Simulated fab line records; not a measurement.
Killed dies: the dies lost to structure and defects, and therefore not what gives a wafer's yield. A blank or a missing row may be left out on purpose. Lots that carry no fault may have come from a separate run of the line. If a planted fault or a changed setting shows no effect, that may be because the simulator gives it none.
2 desks, one fault    flow gf180mcu    each desk has only its own numbers; what lay behind them comes last

## THE METROLOGY DESK
Means of the sampled wafers that have a number, per lot and without regard to the tool the lot ran on: this is what the gauges read. The brackets show how far a lot's mean lies from the usual mean; more than 4 standard deviations puts the lot out of limits, marked OUT.
Columns: A = cdNm at GF_V4_CD_MEAS_14, usual 260.1 nm; B = V4_OVL at GF_V4_OVL_MEAS_15, usual -2 nm
lot   first seen here  A                B
L759  day 24 03:19     258.5            3
L760  day 24 06:36     259.8            -10
L761  day 24 16:32     259.8            8
L764  day 26 03:41     259.7            -2
L765  day 26 14:52     258.7            0
L774  day 29 16:53     272.4 (+10) OUT  -10
L776  day 29 23:51     273.3 (+11) OUT  0
L779  day 30 13:07     260.8            -2
L780  day 30 17:48     260.0            -15
L781  day 30 23:13     260.3            -4
L782  day 31 08:11     260.5            -9
This desk's finding: out of limits on L774, L776; first on L774, day 29 16:53 (cdNm at GF_V4_CD_MEAS_14). L759, L760, L761, L764, L765, L779, L780, L781, L782: within limits.

## DESK OF THE TOOL OWNER: lithoTrack-01
The tool's own readings at GF_V4_COAT_09 (resist thk 1000 nm): means of the sampled wafers that have a number, for each lot that ran on this tool. The brackets show how far a lot's mean lies from the usual mean; more than 4 standard deviations puts the lot out of limits, marked OUT.
Columns: A = resistLineTempC at GF_V4_COAT_09, usual 22.99 C
lot   first seen here  A
L760  day 23 18:00     23.02
L761  day 24 05:00     22.86
L764  day 25 16:00     22.94
L774  day 29 07:00     22.96
L776  day 29 14:00     22.96
This desk's verdict: no lot among the 5 shows anything out of limits.

## TAKEN TOGETHER
Metrology desk: alarm possible at day 29 16:53 on L774, L776.
The tool owner's desk saw nothing out of limits.
On record at the tool owner's desk: L774, L776, within its limits.
Every lot named ran GF_V4_COAT_09 on lithoTrack-01.

## WHAT THE SIMULATOR HAD PUT IN
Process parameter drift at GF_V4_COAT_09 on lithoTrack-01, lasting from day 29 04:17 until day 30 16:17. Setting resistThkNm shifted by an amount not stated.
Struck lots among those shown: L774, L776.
Time in hours between the start of the fault and the first out-of-limits reading at each desk: metrology desk, 13.
